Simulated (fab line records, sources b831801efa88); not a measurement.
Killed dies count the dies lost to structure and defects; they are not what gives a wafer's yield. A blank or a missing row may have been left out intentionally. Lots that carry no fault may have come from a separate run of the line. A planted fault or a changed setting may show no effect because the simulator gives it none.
The tool behind it: which one? || flow gf180mcu || route of 602 steps, sampled at 1 step: 13 lots, 39 wafers

WHAT EACH GAUGE READ, for each wafer
GF_V1_OVL_MEAS_15.
{"lot": "L775", "measured": "day 18 09:44", "on": "overlay-01", "V1_OVL (nm)": "-3 2 -8"}
{"lot": "L776", "measured": "day 18 23:46", "on": "overlay-02", "V1_OVL (nm)": "-9 -6 -4"}
{"lot": "L777", "measured": "day 19 01:25", "on": "overlay-02", "V1_OVL (nm)": "-7 9 8"}
{"lot": "L778", "measured": "day 19 16:59", "on": "overlay-02", "V1_OVL (nm)": "-5 -9 -9"}
{"lot": "L779", "measured": "day 20 00:56", "on": "overlay-01", "V1_OVL (nm)": "-11 -11 -18"}
{"lot": "L781", "measured": "day 20 19:31", "on": "overlay-01", "V1_OVL (nm)": "-3 1 3"}
{"lot": "L782", "measured": "day 21 01:49", "on": "overlay-01", "V1_OVL (nm)": "7 1 6"}
{"lot": "L783", "measured": "day 21 13:16", "on": "overlay-01", "V1_OVL (nm)": "6 -1 3"}
{"lot": "L784", "measured": "day 21 23:14", "on": "overlay-02", "V1_OVL (nm)": "-9 -14 -13"}
{"lot": "L785", "measured": "day 22 06:04", "on": "overlay-01", "V1_OVL (nm)": "5 1 -10"}
{"lot": "L786", "measured": "day 22 18:10", "on": "overlay-02", "V1_OVL (nm)": "-3 5 1"}
{"lot": "L787", "measured": "day 22 23:10", "on": "overlay-01", "V1_OVL (nm)": "-3 0 -3"}
{"lot": "L797", "measured": "day 26 04:23", "on": "overlay-01", "V1_OVL (nm)": "6 0 1"}

TOOL THAT RAN EACH LOT (tool first, then ch and the chambers of the sampled wafers, then the start)
Before these readings, the record contains no process step.

WHAT THE TOOLS THEMSELVES READ (means of the sampled wafers that have a number; where no wafer has one, the mark that the record gives instead)
The record holds no such reading with a usual standard deviation.

THE ANSWER, worked out from the rows above alone
Rule: the usual values come from the lots themselves. The widest of any qualifying gaps counts: lots, ordered by their means at a reading, are off when they make up no more than a third of the lots, leave a main group of 4 or more, and stand apart from it by 3 or more times the standard deviation of that group's means. A main group is skipped when, at the precision printed for the reading in the tables above, its means are all equal. Also off: a lot with no number at a reading for which 4 or more lots have one. All remaining lots with rows at the step are treated as sound. First the gauges in route order, then the tools' own readings, where a lot's mean is used as printed above. The first step at which some lot is off is used, and at that step the reading that is off furthest; a lot without a number counts as furthest.
Nothing can be told from this: no lot is off at any reading shown.

WHAT THE SIMULATOR HAD INSERTED
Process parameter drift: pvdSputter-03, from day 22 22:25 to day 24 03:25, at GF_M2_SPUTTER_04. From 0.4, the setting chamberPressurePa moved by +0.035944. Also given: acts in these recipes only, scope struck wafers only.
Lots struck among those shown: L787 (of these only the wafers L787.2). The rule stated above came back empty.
